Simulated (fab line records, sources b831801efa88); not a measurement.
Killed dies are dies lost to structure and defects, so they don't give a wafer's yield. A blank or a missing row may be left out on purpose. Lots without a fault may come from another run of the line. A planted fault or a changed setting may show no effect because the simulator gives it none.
Which tool did it? | flow gf180mcu | 14 lots, 42 wafers sampled, at 4 steps of a route of 602

WHAT THE GAUGES READ, wafer by wafer
GF_STI_BOW_MEAS_00.
lot  | measured    | on            | INCOMING_BOW (um)
L944 | day 1 15:01 | film_metro-01 | -19 3 -7
L945 | day 1 20:00 | film_metro-01 | 12 6 3
L947 | day 2 06:04 | film_metro-04 | -8 3 -2
L948 | day 2 11:02 | film_metro-01 | -7 2 3
L949 | day 2 16:00 | film_metro-04 | -6 2 -2
L950 | day 2 21:00 | film_metro-03 | -1 -10 8
L951 | day 3 02:04 | film_metro-01 | 8 16 6
L958 | day 4 13:01 | film_metro-04 | 2 -5 -13
L960 | day 4 23:00 | film_metro-01 | 0 7 -1
L961 | day 5 04:01 | film_metro-03 | 1 0 -17
L962 | day 5 09:00 | film_metro-03 | -2 4 -6
L964 | day 5 19:01 | film_metro-04 | 3 -3 6
L965 | day 6 00:00 | film_metro-04 | -2 1 -7
L966 | day 6 05:00 | film_metro-03 | 8 -10 -2

GF_STI_CD_MEAS_12: target cd 220 nm.
lot  | measured    | on        | cd_nm (nm)
L944 | day 2 10:19 | cd_sem-01 | 219.8 219.4 221.4
L945 | day 2 13:36 | cd_sem-01 | 220.1 220.6 221.5
L947 | day 2 21:49 | cd_sem-01 | 219.6 218.9 218.7
L948 | day 3 03:17 | cd_sem-01 | 219.6 218.7 220.0
L949 | day 3 07:30 | cd_sem-01 | 221.4 220.6 221.6
L950 | day 3 14:34 | cd_sem-01 | 221.6 220.7 222.4
L951 | day 3 18:48 | cd_sem-02 | 218.2 219.8 218.9
L958 | day 5 06:13 | cd_sem-02 | 219.9 219.7 219.4
L960 | day 5 16:57 | cd_sem-02 | 221.0 221.8 221.1
L961 | day 5 21:52 | cd_sem-01 | 221.0 222.0 220.6
L962 | day 6 03:11 | cd_sem-02 | 223.2 222.6 221.7
L964 | day 6 13:16 | cd_sem-01 | 217.4 218.1 219.0
L965 | day 6 18:29 | cd_sem-02 | 222.0 220.4 221.8
L966 | day 6 23:17 | cd_sem-01 | 218.0 218.1 217.4

GF_SALICIDE_RS_MEAS_04: measures by four-point-probe.
lot  | measured     | on            | SALICIDE_TIN_RS (ohm/sq)
L944 | day 15 15:41 | film_metro-02 | 16.72 16.51 16.64
L945 | day 16 00:39 | film_metro-02 | 16.12 16.10 16.43
L947 | day 16 10:21 | film_metro-02 | 16.06 15.93 15.71
L948 | day 16 19:04 | film_metro-02 | 15.99 16.13 16.35
L949 | day 17 04:00 | film_metro-02 | 16.27 16.35 16.55
L950 | day 17 15:56 | film_metro-01 | 16.26 16.51 16.69
L951 | day 18 03:01 | film_metro-01 | 16.37 16.20 16.13
L958 | day 20 12:35 | film_metro-01 | 16.22 16.30 16.60
L960 | day 21 04:53 | film_metro-04 | 15.97 16.32 16.09
L961 | day 21 09:09 | film_metro-01 | 16.07 16.27 16.53
L962 | day 22 00:58 | film_metro-02 | 16.05 16.35 16.52
L964 | day 22 14:27 | film_metro-01 | 16.07 16.09 16.04
L965 | day 22 20:04 | film_metro-04 | 16.11 16.28 16.05
L966 | day 23 03:22 | film_metro-04 | 16.20 15.84 15.88

WHICH TOOL RAN EACH LOT (tool, then ch and the chambers of the sampled wafers, then the start)
lot  | GF_HV_LDD_ETCHBACK_58
L944 | rie_diel-03 ch 0,2,3, day 13 00:19
L945 | rie_diel-04 ch 1,2,3, day 13 07:18
L947 | rie_diel-04 ch 1,2,3, day 13 17:23
L948 | rie_diel-02 ch 0,1,2, day 14 00:37
L949 | rie_diel-04 ch 0,2,3, day 14 08:08
L950 | rie_diel-02 ch 0,2, day 14 19:08
L951 | rie_diel-03 ch 0,2,3, day 15 04:50
L958 | rie_diel-02 ch 1,2, day 17 10:12
L960 | rie_diel-04 ch 1,2,3, day 18 03:31
L961 | rie_diel-02 ch 0,3, day 18 07:46
L962 | rie_diel-03 ch 0,2, day 18 22:24
L964 | rie_diel-03 ch 1,2,3, day 19 13:10
L965 | rie_diel-03 ch 0,1,2, day 19 19:25
L966 | rie_diel-04 ch 0,1,3, day 20 03:31
- GF_HV_LDD_ETCHBACK_58: etches Si3N4 in CH3F/O2, stops on SiO2, time 100 s, target depth 90 nm.

WHAT THE TOOLS THEMSELVES READ (means of the sampled wafers that have a number; where no wafer has one, the mark that the record gives instead)
GF_HV_LDD_ETCHBACK_58.
lot  | tool        | drypump_motor_current_A (A) | oes_product_au (a.u.) | rf_fwd_power_W (W) | throttle_valve_pct (%)
L944 | rie_diel-03 | 5.2                         | 0.843                 | 397.5              | 10.560
L945 | rie_diel-04 | 5.5                         | 0.847                 | 397.7              | 10.554
L947 | rie_diel-04 | 5.5                         | 0.833                 | 450.6              | 10.558
L948 | rie_diel-02 | 5.7                         | 0.849                 | 398.3              | 10.558
L949 | rie_diel-04 | 5.3                         | 0.844                 | 450.2              | 10.569
L950 | rie_diel-02 | 5.5                         | 0.844                 | 397.6              | 10.570
L951 | rie_diel-03 | 5.2                         | 0.841                 | 397.2              | 10.562
L958 | rie_diel-02 | 5.9                         | 0.846                 | 398.6              | 10.555
L960 | rie_diel-04 | 5.5                         | 0.851                 | 397.1              | 10.567
L961 | rie_diel-02 | 5.1                         | 0.842                 | 397.4              | 10.561
L962 | rie_diel-03 | 5.3                         | 0.844                 | 397.7              | 10.556
L964 | rie_diel-03 | 5.1                         | 0.843                 | 398.5              | 10.556
L965 | rie_diel-03 | 5.1                         | 0.834                 | 397.6              | 10.574
L966 | rie_diel-04 | 5.4                         | 0.842                 | 396.6              | 10.569

THE ANSWER, worked out from the rows above alone
Rule: what is usual is taken from the lots themselves. Put in order of their means at a reading, lots are off if they are a third of the lots or fewer, leave a main group of 4 or more, and stand apart from it by a gap of 3 or more times the standard deviation of the main group's means; of several such gaps the widest counts. A main group whose means are all the same, to the digits that the tables above print for the reading, isn't used. A lot without any number at a reading at which 4 lots or more have one is off too. The other lots that the step has rows for count as sound. The gauges are gone through in route order, then the tools' own readings, and for those a lot's mean is taken as printed above. The first step at which some lot is off is used, and at that step the reading that is off furthest; a lot without a number counts as furthest.
Off: L947, L949, at GF_HV_LDD_ETCHBACK_58 (rf_fwd_power_W). The main group: mean 397.6 W, standard deviation 0.56.
A tool fits if, at that step or a process step before it, it ran every lot that is off, and no sound lot after the first of them. None of those tried fits.

WHAT THE SIMULATOR HAD PUT IN
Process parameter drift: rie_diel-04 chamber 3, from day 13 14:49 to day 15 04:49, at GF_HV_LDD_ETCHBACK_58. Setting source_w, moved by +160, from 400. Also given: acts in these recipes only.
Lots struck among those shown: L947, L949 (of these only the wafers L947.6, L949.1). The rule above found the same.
